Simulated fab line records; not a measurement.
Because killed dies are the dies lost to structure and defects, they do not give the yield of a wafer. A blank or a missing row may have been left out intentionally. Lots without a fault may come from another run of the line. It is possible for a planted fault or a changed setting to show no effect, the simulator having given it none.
Which tool was responsible?    flow sky130    Sampling: 24 lots, 72 wafers, 6 of 708 route steps

## WHAT EACH GAUGE READ, for each wafer
SKY_VIA2_OVL_MEAS_13. Usual: VIA2_OVL 2 nm, standard deviation 5.9.
lot   measured      on          VIA2_OVL (nm)  flag
L074  day 34 06:31  overlay-01  4 11 4         
L075  day 34 07:26  overlay-01  0 -1 -5        
L076  day 34 08:41  overlay-02  1 4 5          
L077  day 34 11:21  overlay-02  -2 2 5         
L078  day 34 21:47  overlay-01  6 5 12         
L080  day 35 07:59  overlay-01  -5 3 -3        
L079  day 35 10:19  overlay-01  2 9 2          
L081  day 35 23:14  overlay-02  5 -1 4         
L082  day 36 07:44  overlay-02  5 -1 3         
L084  day 36 09:35  overlay-02  7 7 3          
L083  day 36 11:53  overlay-01  -1 -6 -11      
L085  day 36 17:10  overlay-02  -4 0 -11       
L086  day 37 01:55  overlay-01  6 17 13        
L087  day 37 10:14  overlay-02  10 -3 15       
L088  day 37 12:35  overlay-01  -4 -5 -4       
L089  day 37 21:34  overlay-02  -4 8 -2        
L090  day 38 09:14  overlay-01  -6 0 0         
L091  day 38 17:29  overlay-01  2 8 -5         
L094  day 45 16:22  overlay-01  7 5 5          
L092  day 45 19:38  overlay-02  2 -1 -9        
L093  day 45 20:20  overlay-01  7 11 13        
L095  day 45 22:10  overlay-02  4 -2 -1        
L096  day 45 23:05  overlay-02  -12 -8 -7      
L097  day 45 23:53  overlay-02  -1 0 8         

SKY_METAL3_CD_MEAS_13 targets a cd of 300 nm. Usual: cd-nm 300.0 nm, standard deviation 1.5.
lot   measured      on         cd-nm (nm)         flag
L074  day 36 13:41  cd-sem-02  299.8 298.4 298.2  
L075  day 36 15:02  cd-sem-02  298.8 299.5 297.5  
L076  day 36 16:17  cd-sem-01  298.9 298.8 300.0  
L077  day 36 17:32  cd-sem-01  301.5 301.2 301.4  
L078  day 37 04:55  cd-sem-02  300.0 298.3 298.7  
L080  day 37 14:55  cd-sem-01  298.2 301.1 300.1  
L079  day 37 16:55  cd-sem-02  299.2 299.2 299.9  
L081  day 38 06:07  cd-sem-02  301.6 299.7 301.2  
L082  day 38 15:07  cd-sem-02  301.3 300.3 301.4  
L084  day 38 16:07  cd-sem-01  301.2 302.2 301.1  
L083  day 38 17:44  cd-sem-01  303.2 301.7 301.0  
L085  day 38 23:32  cd-sem-01  300.5 300.1 301.3  
L086  day 39 09:08  cd-sem-01  298.1 298.3 297.8  
L087  day 39 17:29  cd-sem-01  302.1 301.6 302.4  
L088  day 39 20:19  cd-sem-02  298.5 299.7 298.3  
L089  day 40 03:40  cd-sem-01  297.2 297.1 299.6  
L090  day 40 15:32  cd-sem-01  300.7 301.8 300.5  
L091  day 40 23:05  cd-sem-01  297.7 297.1 296.6  
L094  day 47 07:25  cd-sem-02  301.2 300.3 300.7  
L092  day 47 10:04  cd-sem-02  302.8 302.8 301.3  
L093  day 47 10:35  cd-sem-02  298.5 299.5 299.5  
L095  day 47 12:13  cd-sem-01  298.3 300.0 298.5  
L096  day 47 12:55  cd-sem-01  299.9 300.1 299.7  
L097  day 47 14:04  cd-sem-01  300.7 300.5 302.1  

SKY_PASSIVATION_THK_MEAS_01. Usual: PASSIVATION_CVD_00_THK 90.6 nm, standard deviation 1.3.
lot   measured      on             PASSIVATION_CVD_00_THK (nm)  flag
L074  day 42 07:48  film-metro-01  89.9 88.9 90.8               
L075  day 42 07:32  film-metro-04  88.7 90.1 90.1               
L076  day 42 09:13  film-metro-01  90.1 89.9 91.1               
L077  day 42 10:45  film-metro-02  91.2 89.9 92.2               
L078  day 42 20:56  film-metro-02  91.0 93.1 92.2               
L080  day 43 04:57  film-metro-02  90.8 92.3 92.1               
L079  day 43 07:14  film-metro-02  91.0 92.6 90.8               
L081  day 43 16:59  film-metro-02  89.4 92.3 91.9               
L082  day 44 01:54  film-metro-01  90.1 90.2 92.5               
L084  day 44 02:59  film-metro-02  89.6 90.3 89.7               
L083  day 44 04:13  film-metro-02  89.0 91.1 90.8               
L085  day 44 09:31  film-metro-04  89.3 90.5 92.6               
L086  day 44 17:07  film-metro-01  89.7 91.0 90.0               
L087  day 45 00:34  film-metro-04  89.7 89.4 90.1               
L088  day 45 02:40  film-metro-02  89.6 91.8 92.7               
L089  day 45 07:57  film-metro-01  90.6 90.7 92.2               
L090  day 45 18:13  film-metro-01  89.7 90.6 90.1               
L091  day 45 22:53  film-metro-04  88.7 91.1 91.7               
L094  day 51 04:17  film-metro-02  90.0 88.3 92.2               
L092  day 51 05:52  film-metro-01  92.5 92.5 94.2               
L093  day 51 06:31  film-metro-04  92.3 91.8 91.5               
L095  day 51 07:51  film-metro-01  87.2 89.4 89.6               
L096  day 51 07:31  film-metro-04  90.5 92.2 92.4               
L097  day 51 08:23  film-metro-01  88.5 89.0 89.4               

## TOOL THAT RAN EACH LOT (tool first, then ch and the chambers of the sampled wafers, then the start)
lot   SKY_LOCAL_INTERCONNECT_SPUTTER_00  SKY_METAL1_SPUTTER_00         SKY_METAL3_SPUTTER_01
L074  pvd-sputter-04, day 26 22:19       pvd-sputter-04, day 29 10:10  pvd-sputter-01, day 34 07:56
L075  pvd-sputter-02, day 26 22:53       pvd-sputter-04, day 29 12:06  pvd-sputter-04, day 34 08:51
L076  pvd-sputter-03, day 26 23:15       pvd-sputter-02, day 29 12:53  pvd-sputter-04, day 34 10:07
L077  pvd-sputter-02, day 27 01:07       pvd-sputter-02, day 29 14:28  pvd-sputter-02, day 34 12:47
L078  pvd-sputter-04, day 27 16:35       pvd-sputter-01, day 30 04:26  pvd-sputter-04, day 34 23:13
L080  pvd-sputter-02, day 28 01:47       pvd-sputter-01, day 30 13:57  pvd-sputter-02, day 35 09:24
L079  pvd-sputter-04, day 28 04:16       pvd-sputter-04, day 30 15:56  pvd-sputter-01, day 35 11:44
L081  pvd-sputter-03, day 28 16:34       pvd-sputter-04, day 31 05:34  pvd-sputter-01, day 36 00:41
L082  pvd-sputter-02, day 29 01:44       pvd-sputter-01, day 31 15:46  pvd-sputter-04, day 36 09:11
L084  pvd-sputter-03, day 29 04:16       pvd-sputter-04, day 31 17:53  pvd-sputter-04, day 36 11:03
L083  pvd-sputter-02, day 29 05:04       pvd-sputter-02, day 31 18:31  pvd-sputter-04, day 36 13:20
L085  pvd-sputter-04, day 29 14:10       pvd-sputter-02, day 32 02:47  pvd-sputter-02, day 36 18:35
L086  pvd-sputter-02, day 29 21:25       pvd-sputter-01, day 32 11:17  pvd-sputter-01, day 37 03:23
L087  pvd-sputter-02, day 30 05:09       pvd-sputter-04, day 32 18:35  pvd-sputter-01, day 37 11:39
L088  pvd-sputter-04, day 30 07:43       pvd-sputter-04, day 32 20:39  pvd-sputter-04, day 37 14:00
L089  pvd-sputter-02, day 30 19:55       pvd-sputter-04, day 33 06:11  pvd-sputter-02, day 37 22:59
L090  pvd-sputter-02, day 31 09:31       pvd-sputter-04, day 33 18:56  pvd-sputter-02, day 38 10:40
L091  pvd-sputter-02, day 31 15:55       pvd-sputter-04, day 34 00:44  pvd-sputter-02, day 38 18:55
L094  pvd-sputter-04, day 39 13:12       pvd-sputter-02, day 41 18:20  pvd-sputter-04, day 45 17:49
L092  pvd-sputter-03, day 39 17:23       pvd-sputter-01, day 41 22:25  pvd-sputter-02, day 45 21:04
L093  pvd-sputter-02, day 39 19:08       pvd-sputter-01, day 42 01:08  pvd-sputter-04, day 45 22:08
L095  pvd-sputter-03, day 39 19:46       pvd-sputter-01, day 42 02:14  pvd-sputter-01, day 45 23:35
L096  pvd-sputter-04, day 39 20:47       pvd-sputter-02, day 42 02:35  pvd-sputter-04, day 46 00:30
L097  pvd-sputter-03, day 39 22:48       pvd-sputter-04, day 42 04:25  pvd-sputter-04, day 46 01:19
- SKY_LOCAL_INTERCONNECT_SPUTTER_00: material TiN, target thk 100 nm, time 83.3 s.
- SKY_METAL1_SPUTTER_00: material Ti, target thk 15 nm, time 10 s.
- SKY_METAL3_SPUTTER_01: material TiN, target thk 20 nm, time 16.7 s.

## WHAT THE TOOLS THEMSELVES READ (means of the sampled wafers that have a number; where no wafer has one, the mark that the record gives instead)
SKY_LOCAL_INTERCONNECT_SPUTTER_00. Usual: throttle-valve-pct 29.4 %, standard deviation 0.94.
lot   tool            throttle-valve-pct (%)  flag
L074  pvd-sputter-04  29.9                    
L075  pvd-sputter-02  29.5                    
L076  pvd-sputter-03  29.3                    
L077  pvd-sputter-02  29.8                    
L078  pvd-sputter-04  28.6                    
L080  pvd-sputter-02  29.8                    
L079  pvd-sputter-04  29.3                    
L081  pvd-sputter-03  28.7                    
L082  pvd-sputter-02  29.6                    
L084  pvd-sputter-03  29.2                    
L083  pvd-sputter-02  29.1                    
L085  pvd-sputter-04  28.3                    
L086  pvd-sputter-02  29.8                    
L087  pvd-sputter-02  29.7                    
L088  pvd-sputter-04  28.6                    
L089  pvd-sputter-02  30.0                    
L090  pvd-sputter-02  29.7                    
L091  pvd-sputter-02  29.8                    
L094  pvd-sputter-04  29.8                    
L092  pvd-sputter-03  29.1                    
L093  pvd-sputter-02  29.3                    
L095  pvd-sputter-03  28.7                    
L096  pvd-sputter-04  28.5                    
L097  pvd-sputter-03  29.1                    

SKY_METAL1_SPUTTER_00. Usual: throttle-valve-pct 29.5 %, standard deviation 1.3.
lot   tool            throttle-valve-pct (%)  flag
L074  pvd-sputter-04  29.6                    
L075  pvd-sputter-04  28.4                    
L076  pvd-sputter-02  29.5                    
L077  pvd-sputter-02  29.7                    
L078  pvd-sputter-01  29.2                    
L080  pvd-sputter-01  29.7                    
L079  pvd-sputter-04  28.5                    
L081  pvd-sputter-04  28.5                    
L082  pvd-sputter-01  30.7                    
L084  pvd-sputter-04  29.5                    
L083  pvd-sputter-02  29.3                    
L085  pvd-sputter-02  29.6                    
L086  pvd-sputter-01  29.5                    
L087  pvd-sputter-04  28.1                    
L088  pvd-sputter-04  29.4                    
L089  pvd-sputter-04  29.3                    
L090  pvd-sputter-04  29.7                    
L091  pvd-sputter-04  29.4                    
L094  pvd-sputter-02  30.0                    
L092  pvd-sputter-01  30.4                    
L093  pvd-sputter-01  29.1                    
L095  pvd-sputter-01  30.6                    
L096  pvd-sputter-02  29.7                    
L097  pvd-sputter-04  28.5                    

SKY_METAL3_SPUTTER_01. Usual: throttle-valve-pct 29.6 %, standard deviation 1.3.
lot   tool            throttle-valve-pct (%)  flag
L074  pvd-sputter-01  29.7                    
L075  pvd-sputter-04  29.7                    
L076  pvd-sputter-04  28.4                    
L077  pvd-sputter-02  29.7                    
L078  pvd-sputter-04  29.5                    
L080  pvd-sputter-02  29.6                    
L079  pvd-sputter-01  30.5                    
L081  pvd-sputter-01  30.4                    
L082  pvd-sputter-04  29.6                    
L084  pvd-sputter-04  28.5                    
L083  pvd-sputter-04  28.4                    
L085  pvd-sputter-02  29.6                    
L086  pvd-sputter-01  29.9                    
L087  pvd-sputter-01  29.8                    
L088  pvd-sputter-04  28.1                    
L089  pvd-sputter-02  29.6                    
L090  pvd-sputter-02  29.9                    
L091  pvd-sputter-02  29.8                    
L094  pvd-sputter-04  29.8                    
L092  pvd-sputter-02  29.8                    
L093  pvd-sputter-04  28.5                    
L095  pvd-sputter-01  30.1                    
L096  pvd-sputter-04  29.8                    
L097  pvd-sputter-04  29.8                    

## THE ANSWER, worked out from the rows above alone
Rule: a lot counts as off when the mean over its wafers that have a number is more than 3 standard deviations away from the usual mean. A lot without any number at a reading at which 4 lots or more have one is off too. All remaining lots with rows at the step are treated as sound. After the gauges, taken in route order, come the tools' own readings; for these a lot's mean is taken, as printed above. At the first step where some lot is off, the reading lying furthest off is the one used; lots without a number count as furthest.
Across all readings shown, no lot is off: no conclusion can be drawn from this.

## WHAT WAS PUT IN BY THE SIMULATOR
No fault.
